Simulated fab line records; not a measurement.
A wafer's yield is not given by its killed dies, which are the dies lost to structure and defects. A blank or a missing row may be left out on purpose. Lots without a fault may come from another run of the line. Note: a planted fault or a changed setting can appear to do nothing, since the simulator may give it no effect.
Which tool was responsible? || flow sky130 || Sampling: 24 lots, 72 wafers, 6 of 708 route steps

## WHAT THE GAUGES SHOWED, per wafer
SKY_NWELL_RS_MEAS_31: a four-point-probe measurement.
{"lot": "L074", "measured": "day 5 05:19", "on": "film-metro-01", "PWDE_RS (ohm/sq)": "5297 5289 5282"}
{"lot": "L075", "measured": "day 5 17:29", "on": "film-metro-01", "PWDE_RS (ohm/sq)": "5277 5259 5274"}
{"lot": "L076", "measured": "day 5 22:31", "on": "film-metro-03", "PWDE_RS (ohm/sq)": "5282 5274 5266"}
{"lot": "L077", "measured": "day 6 05:10", "on": "film-metro-01", "PWDE_RS (ohm/sq)": "5259 5287 5273"}
{"lot": "L078", "measured": "day 6 12:18", "on": "film-metro-02", "PWDE_RS (ohm/sq)": "5267 5284 5274"}
{"lot": "L079", "measured": "day 6 16:10", "on": "film-metro-03", "PWDE_RS (ohm/sq)": "5281 5268 5290"}
{"lot": "L080", "measured": "day 6 23:37", "on": "film-metro-01", "PWDE_RS (ohm/sq)": "5287 5294 5278"}
{"lot": "L081", "measured": "day 7 00:18", "on": "film-metro-03", "PWDE_RS (ohm/sq)": "5296 5287 5287"}
{"lot": "L082", "measured": "day 7 08:04", "on": "film-metro-03", "PWDE_RS (ohm/sq)": "5290 5287 5300"}
{"lot": "L083", "measured": "day 7 15:50", "on": "film-metro-02", "PWDE_RS (ohm/sq)": "5250 5272 5265"}
{"lot": "L084", "measured": "day 8 03:30", "on": "film-metro-03", "PWDE_RS (ohm/sq)": "5326 5323 5306"}
{"lot": "L085", "measured": "day 8 09:20", "on": "film-metro-02", "PWDE_RS (ohm/sq)": "5296 5297 5286"}
{"lot": "L086", "measured": "day 8 15:37", "on": "film-metro-01", "PWDE_RS (ohm/sq)": "5280 5282 5283"}
{"lot": "L087", "measured": "day 8 21:19", "on": "film-metro-01", "PWDE_RS (ohm/sq)": "5229 5223 5214"}
{"lot": "L088", "measured": "day 9 00:07", "on": "film-metro-03", "PWDE_RS (ohm/sq)": "5286 5254 5268"}
{"lot": "L089", "measured": "day 9 07:53", "on": "film-metro-01", "PWDE_RS (ohm/sq)": "5256 5259 5246"}
{"lot": "L090", "measured": "day 9 14:31", "on": "film-metro-03", "PWDE_RS (ohm/sq)": "5257 5272 5268"}
{"lot": "L091", "measured": "day 9 18:02", "on": "film-metro-02", "PWDE_RS (ohm/sq)": "5301 5315 5322"}
{"lot": "L092", "measured": "day 10 00:46", "on": "film-metro-03", "PWDE_RS (ohm/sq)": "5269 5287 5285"}
{"lot": "L093", "measured": "day 10 03:52", "on": "film-metro-01", "PWDE_RS (ohm/sq)": "5275 5274 5276"}
{"lot": "L094", "measured": "day 10 08:07", "on": "film-metro-03", "PWDE_RS (ohm/sq)": "5283 5280 5279"}
{"lot": "L095", "measured": "day 10 13:53", "on": "film-metro-01", "PWDE_RS (ohm/sq)": "5275 5261 5268"}
{"lot": "L096", "measured": "day 10 21:35", "on": "film-metro-02", "PWDE_RS (ohm/sq)": "5304 5305 5291"}
{"lot": "L097", "measured": "day 11 02:58", "on": "film-metro-01", "PWDE_RS (ohm/sq)": "5283 5286 5290"}

SKY_CONTACT_OVL_MEAS_15.
{"lot": "L074", "measured": "day 31 05:04", "on": "overlay-02", "CONTACT_OVL (nm)": "-9 6 -1"}
{"lot": "L075", "measured": "day 31 22:38", "on": "overlay-02", "CONTACT_OVL (nm)": "4 6 3"}
{"lot": "L076", "measured": "day 32 09:01", "on": "overlay-02", "CONTACT_OVL (nm)": "2 5 -5"}
{"lot": "L077", "measured": "day 32 16:35", "on": "overlay-02", "CONTACT_OVL (nm)": "6 5 7"}
{"lot": "L078", "measured": "day 32 23:56", "on": "overlay-01", "CONTACT_OVL (nm)": "4 -2 -3"}
{"lot": "L079", "measured": "day 33 10:19", "on": "overlay-01", "CONTACT_OVL (nm)": "18 14 5"}
{"lot": "L080", "measured": "day 33 17:36", "on": "overlay-01", "CONTACT_OVL (nm)": "7 -4 -4"}
{"lot": "L081", "measured": "day 34 09:28", "on": "overlay-02", "CONTACT_OVL (nm)": "6 12 -4"}
{"lot": "L082", "measured": "day 34 08:49", "on": "overlay-01", "CONTACT_OVL (nm)": "-6 3 -1"}
{"lot": "L083", "measured": "day 34 13:53", "on": "overlay-01", "CONTACT_OVL (nm)": "-4 1 -3"}
{"lot": "L084", "measured": "day 35 07:44", "on": "overlay-02", "CONTACT_OVL (nm)": "10 2 5"}
{"lot": "L085", "measured": "day 35 09:59", "on": "overlay-01", "CONTACT_OVL (nm)": "2 -1 0"}
{"lot": "L086", "measured": "day 35 18:01", "on": "overlay-01", "CONTACT_OVL (nm)": "-4 7 -5"}
{"lot": "L087", "measured": "day 36 03:10", "on": "overlay-02", "CONTACT_OVL (nm)": "0 3 0"}
{"lot": "L088", "measured": "day 36 08:26", "on": "overlay-01", "CONTACT_OVL (nm)": "0 4 4"}
{"lot": "L089", "measured": "day 36 19:26", "on": "overlay-02", "CONTACT_OVL (nm)": "-4 -3 1"}
{"lot": "L090", "measured": "day 37 03:10", "on": "overlay-01", "CONTACT_OVL (nm)": "3 3 2"}
{"lot": "L091", "measured": "day 37 04:37", "on": "overlay-02", "CONTACT_OVL (nm)": "-2 4 -6"}
{"lot": "L092", "measured": "day 37 13:13", "on": "overlay-02", "CONTACT_OVL (nm)": "10 4 3"}
{"lot": "L093", "measured": "day 37 17:28", "on": "overlay-01", "CONTACT_OVL (nm)": "-7 12 8"}
{"lot": "L094", "measured": "day 37 22:02", "on": "overlay-02", "CONTACT_OVL (nm)": "-4 -10 -14"}
{"lot": "L095", "measured": "day 38 02:50", "on": "overlay-02", "CONTACT_OVL (nm)": "3 -3 -3"}
{"lot": "L096", "measured": "day 38 12:09", "on": "overlay-02", "CONTACT_OVL (nm)": "11 12 7"}
{"lot": "L097", "measured": "day 38 19:04", "on": "overlay-01", "CONTACT_OVL (nm)": "5 0 9"}

SKY_METAL1_OVL_MEAS_16.
{"lot": "L074", "measured": "day 32 10:29", "on": "overlay-01", "METAL1_OVL (nm)": "5 3 7"}
{"lot": "L075", "measured": "day 33 03:36", "on": "overlay-02", "METAL1_OVL (nm)": "1 8 -3"}
{"lot": "L076", "measured": "day 33 13:55", "on": "overlay-02", "METAL1_OVL (nm)": "1 4 -4"}
{"lot": "L077", "measured": "day 33 20:58", "on": "overlay-01", "METAL1_OVL (nm)": "-1 9 5"}
{"lot": "L078", "measured": "day 34 04:00", "on": "overlay-01", "METAL1_OVL (nm)": "-8 2 5"}
{"lot": "L079", "measured": "day 34 14:26", "on": "overlay-01", "METAL1_OVL (nm)": "0 0 6"}
{"lot": "L080", "measured": "day 34 21:52", "on": "overlay-01", "METAL1_OVL (nm)": "-1 -6 1"}
{"lot": "L081", "measured": "day 35 13:26", "on": "overlay-01", "METAL1_OVL (nm)": "2 3 -8"}
{"lot": "L082", "measured": "day 35 13:11", "on": "overlay-02", "METAL1_OVL (nm)": "6 5 6"}
{"lot": "L083", "measured": "day 35 17:52", "on": "overlay-02", "METAL1_OVL (nm)": "7 -5 -1"}
{"lot": "L084", "measured": "day 36 11:56", "on": "overlay-01", "METAL1_OVL (nm)": "4 7 4"}
{"lot": "L085", "measured": "day 36 14:01", "on": "overlay-01", "METAL1_OVL (nm)": "0 4 3"}
{"lot": "L086", "measured": "day 36 22:20", "on": "overlay-01", "METAL1_OVL (nm)": "11 5 5"}
{"lot": "L087", "measured": "day 37 06:31", "on": "overlay-02", "METAL1_OVL (nm)": "5 9 4"}
{"lot": "L088", "measured": "day 37 12:04", "on": "overlay-02", "METAL1_OVL (nm)": "-7 -1 -5"}
{"lot": "L089", "measured": "day 37 22:56", "on": "overlay-02", "METAL1_OVL (nm)": "5 3 0"}
{"lot": "L090", "measured": "day 38 06:19", "on": "overlay-01", "METAL1_OVL (nm)": "1 0 0"}
{"lot": "L091", "measured": "day 38 07:47", "on": "overlay-01", "METAL1_OVL (nm)": "11 -2 2"}
{"lot": "L092", "measured": "day 38 16:34", "on": "overlay-01", "METAL1_OVL (nm)": "0 4 -1"}
{"lot": "L093", "measured": "day 38 20:34", "on": "overlay-02", "METAL1_OVL (nm)": "0 -4 -2"}
{"lot": "L094", "measured": "day 39 01:10", "on": "overlay-01", "METAL1_OVL (nm)": "-1 5 6"}
{"lot": "L095", "measured": "day 39 06:16", "on": "overlay-01", "METAL1_OVL (nm)": "-3 1 -3"}
{"lot": "L096", "measured": "day 39 14:41", "on": "overlay-01", "METAL1_OVL (nm)": "3 2 -2"}
{"lot": "L097", "measured": "day 39 21:22", "on": "overlay-01", "METAL1_OVL (nm)": "2 -2 -3"}

SKY_METAL3_OVL_MEAS_14.
{"lot": "L074", "measured": "day 38 04:55", "on": "overlay-01", "METAL3_OVL (nm)": "7 4 3"}
{"lot": "L075", "measured": "day 38 20:56", "on": "overlay-02", "METAL3_OVL (nm)": "-5 6 -3"}
{"lot": "L076", "measured": "day 39 07:17", "on": "overlay-01", "METAL3_OVL (nm)": "-2 4 2"}
{"lot": "L077", "measured": "day 39 14:19", "on": "overlay-02", "METAL3_OVL (nm)": "2 5 13"}
{"lot": "L078", "measured": "day 39 21:02", "on": "overlay-01", "METAL3_OVL (nm)": "0 -2 -7"}
{"lot": "L079", "measured": "day 40 05:44", "on": "overlay-02", "METAL3_OVL (nm)": "-3 3 5"}
{"lot": "L080", "measured": "day 40 12:35", "on": "overlay-02", "METAL3_OVL (nm)": "11 17 11"}
{"lot": "L081", "measured": "day 41 01:44", "on": "overlay-02", "METAL3_OVL (nm)": "-9 -3 -7"}
{"lot": "L082", "measured": "day 41 01:22", "on": "overlay-01", "METAL3_OVL (nm)": "2 4 -1"}
{"lot": "L083", "measured": "day 41 06:48", "on": "overlay-02", "METAL3_OVL (nm)": "-1 5 4"}
{"lot": "L084", "measured": "day 41 22:41", "on": "overlay-02", "METAL3_OVL (nm)": "5 3 7"}
{"lot": "L085", "measured": "day 42 00:25", "on": "overlay-02", "METAL3_OVL (nm)": "9 8 -2"}
{"lot": "L086", "measured": "day 42 09:28", "on": "overlay-01", "METAL3_OVL (nm)": "0 -3 1"}
{"lot": "L087", "measured": "day 42 16:20", "on": "overlay-02", "METAL3_OVL (nm)": "4 5 -5"}
{"lot": "L088", "measured": "day 42 19:04", "on": "overlay-02", "METAL3_OVL (nm)": "-1 -3 1"}
{"lot": "L089", "measured": "day 43 07:00", "on": "overlay-02", "METAL3_OVL (nm)": "-1 1 3"}
{"lot": "L090", "measured": "day 43 12:32", "on": "overlay-01", "METAL3_OVL (nm)": "-3 12 5"}
{"lot": "L091", "measured": "day 43 14:12", "on": "overlay-01", "METAL3_OVL (nm)": "-3 -6 -10"}
{"lot": "L092", "measured": "day 43 20:52", "on": "overlay-02", "METAL3_OVL (nm)": "0 2 8"}
{"lot": "L093", "measured": "day 44 02:25", "on": "overlay-01", "METAL3_OVL (nm)": "9 9 11"}
{"lot": "L094", "measured": "day 44 05:47", "on": "overlay-02", "METAL3_OVL (nm)": "2 1 2"}
{"lot": "L095", "measured": "day 44 10:50", "on": "overlay-02", "METAL3_OVL (nm)": "-13 -6 -8"}
{"lot": "L096", "measured": "day 44 17:44", "on": "overlay-01", "METAL3_OVL (nm)": "3 -5 -1"}
{"lot": "L097", "measured": "day 45 00:35", "on": "overlay-02", "METAL3_OVL (nm)": "-2 -1 -1"}

## WHAT TOOL EACH LOT RAN ON (gives the tool, then ch and the chambers of the sampled wafers, and finally the start)
{"lot": "L074", "SKY_METAL1_SPUTTER_04": "pvd-sputter-03, day 31 06:35", "SKY_VIA2_CMP_24": "cmp-02 ch 1,2,3, day 36 00:03"}
{"lot": "L075", "SKY_METAL1_SPUTTER_04": "pvd-sputter-04, day 32 00:07", "SKY_VIA2_CMP_24": "cmp-02 ch 0,1,2, day 36 16:22"}
{"lot": "L076", "SKY_METAL1_SPUTTER_04": "pvd-sputter-02, day 32 10:31", "SKY_VIA2_CMP_24": "cmp-01 ch 0,1, day 37 02:35"}
{"lot": "L077", "SKY_METAL1_SPUTTER_04": "pvd-sputter-03, day 32 18:05", "SKY_VIA2_CMP_24": "cmp-02 ch 1,2,3, day 37 10:31"}
{"lot": "L078", "SKY_METAL1_SPUTTER_04": "pvd-sputter-04, day 33 01:33", "SKY_VIA2_CMP_24": "cmp-01 ch 0,1,3, day 37 17:28"}
{"lot": "L079", "SKY_METAL1_SPUTTER_04": "pvd-sputter-02, day 33 11:49", "SKY_VIA2_CMP_24": "cmp-01 ch 0,1,2, day 38 02:59"}
{"lot": "L080", "SKY_METAL1_SPUTTER_04": "pvd-sputter-04, day 33 19:09", "SKY_VIA2_CMP_24": "cmp-01 ch 1,2,3, day 38 10:28"}
{"lot": "L081", "SKY_METAL1_SPUTTER_04": "pvd-sputter-02, day 34 10:56", "SKY_VIA2_CMP_24": "cmp-02 ch 2,3, day 39 00:02"}
{"lot": "L082", "SKY_METAL1_SPUTTER_04": "pvd-sputter-03, day 34 10:19", "SKY_VIA2_CMP_24": "cmp-01 ch 1,2,3, day 38 23:30"}
{"lot": "L083", "SKY_METAL1_SPUTTER_04": "pvd-sputter-03, day 34 15:22", "SKY_VIA2_CMP_24": "cmp-02 ch 2,3, day 39 04:55"}
{"lot": "L084", "SKY_METAL1_SPUTTER_04": "pvd-sputter-02, day 35 09:23", "SKY_VIA2_CMP_24": "cmp-01 ch 0,2, day 39 21:48"}
{"lot": "L085", "SKY_METAL1_SPUTTER_04": "pvd-sputter-02, day 35 11:37", "SKY_VIA2_CMP_24": "cmp-02 ch 1,2,3, day 39 23:13"}
{"lot": "L086", "SKY_METAL1_SPUTTER_04": "pvd-sputter-02, day 35 19:29", "SKY_VIA2_CMP_24": "cmp-02 ch 0,3, day 40 07:51"}
{"lot": "L087", "SKY_METAL1_SPUTTER_04": "pvd-sputter-03, day 36 04:40", "SKY_VIA2_CMP_24": "cmp-02 ch 1,3, day 40 15:51"}
{"lot": "L088", "SKY_METAL1_SPUTTER_04": "pvd-sputter-04, day 36 09:56", "SKY_VIA2_CMP_24": "cmp-02 ch 0,1,3, day 40 19:21"}
{"lot": "L089", "SKY_METAL1_SPUTTER_04": "pvd-sputter-04, day 36 20:58", "SKY_VIA2_CMP_24": "cmp-01 ch 0,2,3, day 41 07:23"}
{"lot": "L090", "SKY_METAL1_SPUTTER_04": "pvd-sputter-02, day 37 04:42", "SKY_VIA2_CMP_24": "cmp-01 ch 1,2,3, day 41 13:14"}
{"lot": "L091", "SKY_METAL1_SPUTTER_04": "pvd-sputter-04, day 37 06:07", "SKY_VIA2_CMP_24": "cmp-01 ch 1,2,3, day 41 14:18"}
{"lot": "L092", "SKY_METAL1_SPUTTER_04": "pvd-sputter-02, day 37 14:46", "SKY_VIA2_CMP_24": "cmp-02 ch 0,1,3, day 41 22:25"}
{"lot": "L093", "SKY_METAL1_SPUTTER_04": "pvd-sputter-04, day 37 19:00", "SKY_VIA2_CMP_24": "cmp-02 ch 0,1,3, day 42 03:14"}
{"lot": "L094", "SKY_METAL1_SPUTTER_04": "pvd-sputter-03, day 37 23:32", "SKY_VIA2_CMP_24": "cmp-02 ch 0,2,3, day 42 07:56"}
{"lot": "L095", "SKY_METAL1_SPUTTER_04": "pvd-sputter-02, day 38 04:22", "SKY_VIA2_CMP_24": "cmp-02 ch 0,1,3, day 42 12:52"}
{"lot": "L096", "SKY_METAL1_SPUTTER_04": "pvd-sputter-02, day 38 13:38", "SKY_VIA2_CMP_24": "cmp-01 ch 1,3, day 42 19:53"}
{"lot": "L097", "SKY_METAL1_SPUTTER_04": "pvd-sputter-03, day 38 20:34", "SKY_VIA2_CMP_24": "cmp-02 ch 0,1,3, day 43 02:33"}
- SKY_METAL1_SPUTTER_04: material TiN, target thk 70 nm, time 58.3 s.
- SKY_VIA2_CMP_24: polishes, stops on SiO2, t overpolish 20 s, target thk 0 nm.

## AS READ BY THE TOOLS THEMSELVES (means over the sampled wafers that have a number; for cases with no such wafer, the mark the record gives instead)
SKY_METAL1_SPUTTER_04.
{"lot": "L074", "tool": "pvd-sputter-03", "cathode-dc-power-W (W)": 6499.8, "throttle-valve-pct (%)": 29.9}
{"lot": "L075", "tool": "pvd-sputter-04", "cathode-dc-power-W (W)": 6501.9, "throttle-valve-pct (%)": 29.2}
{"lot": "L076", "tool": "pvd-sputter-02", "cathode-dc-power-W (W)": 6501.0, "throttle-valve-pct (%)": 28.9}
{"lot": "L077", "tool": "pvd-sputter-03", "cathode-dc-power-W (W)": 6499.6, "throttle-valve-pct (%)": 29.6}
{"lot": "L078", "tool": "pvd-sputter-04", "cathode-dc-power-W (W)": 6499.8, "throttle-valve-pct (%)": 29.6}
{"lot": "L079", "tool": "pvd-sputter-02", "cathode-dc-power-W (W)": 6500.4, "throttle-valve-pct (%)": 28.9}
{"lot": "L080", "tool": "pvd-sputter-04", "cathode-dc-power-W (W)": 6500.4, "throttle-valve-pct (%)": 29.4}
{"lot": "L081", "tool": "pvd-sputter-02", "cathode-dc-power-W (W)": 6499.0, "throttle-valve-pct (%)": 28.6}
{"lot": "L082", "tool": "pvd-sputter-03", "cathode-dc-power-W (W)": 6500.8, "throttle-valve-pct (%)": 29.8}
{"lot": "L083", "tool": "pvd-sputter-03", "cathode-dc-power-W (W)": 6500.0, "throttle-valve-pct (%)": 30.5}
{"lot": "L084", "tool": "pvd-sputter-02", "cathode-dc-power-W (W)": 6498.8, "throttle-valve-pct (%)": 29.4}
{"lot": "L085", "tool": "pvd-sputter-02", "cathode-dc-power-W (W)": 6500.3, "throttle-valve-pct (%)": 28.6}
{"lot": "L086", "tool": "pvd-sputter-02", "cathode-dc-power-W (W)": 6499.3, "throttle-valve-pct (%)": 29.5}
{"lot": "L087", "tool": "pvd-sputter-03", "cathode-dc-power-W (W)": 6500.3, "throttle-valve-pct (%)": 30.3}
{"lot": "L088", "tool": "pvd-sputter-04", "cathode-dc-power-W (W)": 6500.5, "throttle-valve-pct (%)": 29.7}
{"lot": "L089", "tool": "pvd-sputter-04", "cathode-dc-power-W (W)": 6500.3, "throttle-valve-pct (%)": 29.6}
{"lot": "L090", "tool": "pvd-sputter-02", "cathode-dc-power-W (W)": 6499.5, "throttle-valve-pct (%)": 29.5}
{"lot": "L091", "tool": "pvd-sputter-04", "cathode-dc-power-W (W)": 6500.7, "throttle-valve-pct (%)": 29.6}
{"lot": "L092", "tool": "pvd-sputter-02", "cathode-dc-power-W (W)": 6500.2, "throttle-valve-pct (%)": 29.5}
{"lot": "L093", "tool": "pvd-sputter-04", "cathode-dc-power-W (W)": 6500.3, "throttle-valve-pct (%)": 29.4}
{"lot": "L094", "tool": "pvd-sputter-03", "cathode-dc-power-W (W)": 6499.8, "throttle-valve-pct (%)": 29.5}
{"lot": "L095", "tool": "pvd-sputter-02", "cathode-dc-power-W (W)": 6500.2, "throttle-valve-pct (%)": 29.6}
{"lot": "L096", "tool": "pvd-sputter-02", "cathode-dc-power-W (W)": 6499.7, "throttle-valve-pct (%)": 28.9}
{"lot": "L097", "tool": "pvd-sputter-03", "cathode-dc-power-W (W)": 6500.1, "throttle-valve-pct (%)": 30.8}

SKY_VIA2_CMP_24.
{"lot": "L074", "tool": "cmp-02", "motor-current-A (A)": 11.0, "overpolish-run-s (s)": 20.008, "time-to-endpoint-s (s)": 97}
{"lot": "L075", "tool": "cmp-02", "motor-current-A (A)": 11.5, "overpolish-run-s (s)": 20.009, "time-to-endpoint-s (s)": 100}
{"lot": "L076", "tool": "cmp-01", "motor-current-A (A)": 11.6, "overpolish-run-s (s)": 19.999, "time-to-endpoint-s (s)": 101}
{"lot": "L077", "tool": "cmp-02", "motor-current-A (A)": 11.1, "overpolish-run-s (s)": 19.995, "time-to-endpoint-s (s)": 96}
{"lot": "L078", "tool": "cmp-01", "motor-current-A (A)": 11.0, "overpolish-run-s (s)": 19.996, "time-to-endpoint-s (s)": 100}
{"lot": "L079", "tool": "cmp-01", "motor-current-A (A)": 10.8, "overpolish-run-s (s)": 19.999, "time-to-endpoint-s (s)": 99}
{"lot": "L080", "tool": "cmp-01", "motor-current-A (A)": 10.9, "overpolish-run-s (s)": 19.999, "time-to-endpoint-s (s)": 103}
{"lot": "L081", "tool": "cmp-02", "motor-current-A (A)": 10.7, "overpolish-run-s (s)": 20.001, "time-to-endpoint-s (s)": 101}
{"lot": "L082", "tool": "cmp-01", "motor-current-A (A)": 10.7, "overpolish-run-s (s)": 20.009, "time-to-endpoint-s (s)": 99}
{"lot": "L083", "tool": "cmp-02", "motor-current-A (A)": 10.7, "overpolish-run-s (s)": 19.997, "time-to-endpoint-s (s)": 103}
{"lot": "L084", "tool": "cmp-01", "motor-current-A (A)": 10.1, "overpolish-run-s (s)": 19.994, "time-to-endpoint-s (s)": 102}
{"lot": "L085", "tool": "cmp-02", "motor-current-A (A)": 10.9, "overpolish-run-s (s)": 19.995, "time-to-endpoint-s (s)": 104}
{"lot": "L086", "tool": "cmp-02", "motor-current-A (A)": 11.3, "overpolish-run-s (s)": 20.003, "time-to-endpoint-s (s)": 102}
{"lot": "L087", "tool": "cmp-02", "motor-current-A (A)": 11.4, "overpolish-run-s (s)": 19.998, "time-to-endpoint-s (s)": 100}
{"lot": "L088", "tool": "cmp-02", "motor-current-A (A)": 11.5, "overpolish-run-s (s)": 19.996, "time-to-endpoint-s (s)": 103}
{"lot": "L089", "tool": "cmp-01", "motor-current-A (A)": 10.7, "overpolish-run-s (s)": 20.002, "time-to-endpoint-s (s)": 97}
{"lot": "L090", "tool": "cmp-01", "motor-current-A (A)": 10.9, "overpolish-run-s (s)": 20.002, "time-to-endpoint-s (s)": 101}
{"lot": "L091", "tool": "cmp-01", "motor-current-A (A)": 10.4, "overpolish-run-s (s)": 20.012, "time-to-endpoint-s (s)": 99}
{"lot": "L092", "tool": "cmp-02", "motor-current-A (A)": 11.3, "overpolish-run-s (s)": 19.994, "time-to-endpoint-s (s)": 104}
{"lot": "L093", "tool": "cmp-02", "motor-current-A (A)": 11.1, "overpolish-run-s (s)": 20.003, "time-to-endpoint-s (s)": 99}
{"lot": "L094", "tool": "cmp-02", "motor-current-A (A)": 10.8, "overpolish-run-s (s)": 20.007, "time-to-endpoint-s (s)": 103}
{"lot": "L095", "tool": "cmp-02", "motor-current-A (A)": 11.3, "overpolish-run-s (s)": 20.000, "time-to-endpoint-s (s)": 103}
{"lot": "L096", "tool": "cmp-01", "motor-current-A (A)": 11.0, "overpolish-run-s (s)": 20.004, "time-to-endpoint-s (s)": 104}
{"lot": "L097", "tool": "cmp-02", "motor-current-A (A)": 11.4, "overpolish-run-s (s)": 19.995, "time-to-endpoint-s (s)": 102}

## THE ANSWER, worked out from the rows above alone
Rule: usual is defined by the lots themselves. Put in order of their means at a reading, lots are off if they are a third of the lots or fewer, leave a main group of 4 or more, and stand apart from it by a gap of 3 or more times the standard deviation of the main group's means; of several such gaps the widest counts. If all means in a main group match to the digits the tables above print for the reading, that group is not used. Also off: a lot with no number at a reading for which 4 or more lots have one. All remaining lots with rows at the step are treated as sound. First the gauges in route order, then the tools' own readings, where a lot's mean is used as printed above. The first step at which some lot is off is used, and at that step the reading that is off furthest; a lot without a number counts as furthest.
None of the lots is off at any reading shown; this tells nothing.

## WHAT WAS PUT IN BY THE SIMULATOR
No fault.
